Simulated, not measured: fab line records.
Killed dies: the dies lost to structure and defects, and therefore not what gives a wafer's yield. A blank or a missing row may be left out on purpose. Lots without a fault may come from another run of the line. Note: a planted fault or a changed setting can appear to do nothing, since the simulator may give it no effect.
8D (eight disciplines) problem report, filled in by code -- flow sky130 -- the parts of the form that need people (team, actions taken, sign-off) are left out

## 1. THE ISSUE
rfFwdPowerW at SKY_LI_CONTACT_ETCH_14 reads a mean of 575.4 W on 1 wafer of 1 lot; wafers without a fault read 494.8 W with a standard deviation of 1.8. That puts it +45 standard deviations away from the usual mean.
The step: etches BARC in N2/H2, stops on SiO2, time 45.9 s, target depth 60 nm.
First seen on wafer L285.2, day 31 20:45, on rieDiel-03. At this step, 36 wafers from 12 lots have a number in the record. The rule behind "out" and "out of limits": a value lying over 4 standard deviations away from the usual mean. The rest of the wafers with a number are treated as sound.

## 2. WHAT IT IS; WHAT IT IS NOT
question,is,is not
which readings at this step,rfFwdPowerW,"chamberPressureMTorr, drypumpMotorCurrentA, oesProductAu, throttleValvePct"
which lots,L285,"L278, L279, L287, L291, L294, L295, L296, L297, L298, L300, L301"
which wafers of those lots,L285.2,"L285.4, L285.5"
read on which tools,rieDiel-03,"rieDiel-01, rieDiel-04"
when,from day 31 20:45,"up to then (8 sound wafers); but 27 sound wafers of L287, L291, L294, L295, L296, L297, L298, L300, L301 came after"

## 3. THE SUSPECTS, EACH WITH WHAT RULES IT OUT
Counting: any tool at a process step up to the reading remains a suspect provided it ran every lot that is out. Sound lots after the first of them don't rule it out here, since some wafers of a struck lot are sound.
- rieDiel-03 at SKY_LI_CONTACT_ETCH_14 (etches BARC in N2/H2, stops on SiO2, time 45.9 s, target depth 60 nm): kept. It processed L285, the lot that is out, at day 31 20:45, and its most recent sound lot before then was L278 at day 28 22:18. Its own rfFwdPowerW readings are out on those wafers.
- In rieDiel-03 at SKY_LI_CONTACT_ETCH_14, the wafers that are out were processed in chamber 2 and their sound lot-mates in chambers 0, 3.
After counting, what remains is rieDiel-03 at SKY_LI_CONTACT_ETCH_14.

## 4. THE CAUSE (what the simulator had put in)
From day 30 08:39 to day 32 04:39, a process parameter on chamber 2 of rieDiel-03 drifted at SKY_LI_CONTACT_ETCH_14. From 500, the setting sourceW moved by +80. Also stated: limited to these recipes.
The count eliminated every tool but this one.

## 5. THE EFFECT CHAIN, in route order
Each row: a reading where the mean over the struck wafers with a number is more than 3 standard deviations away from the usual. Readings are gone through only where the record gives a usual standard deviation; hours: the median, over the lots, of the time from a lot's start at the first step in this table giving one to that lot's start at this step; sigmas: the change measured in usual standard deviations.
hours,step,reading,usual,on struck wafers,change,sigmas
0,SKY_LI_CONTACT_ETCH_14,rfFwdPowerW,494.8 W,575.4,+80.6,+45
Here are the process steps it includes:
- SKY_LI_CONTACT_ETCH_14: etches BARC in N2/H2, stops on SiO2, time 45.9 s, target depth 60 nm.
At these later measuring or inspecting steps, every struck wafer for which the step has a row has a number for every such reading, and none has moved that far: SKY_VIA2_THK_MEAS_23.

## 6. WHAT WOULD HAVE CAUGHT IT SOONER
In this record no reading fell out of limits until day 31 20:45, 36 hours after the fault had begun at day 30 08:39.
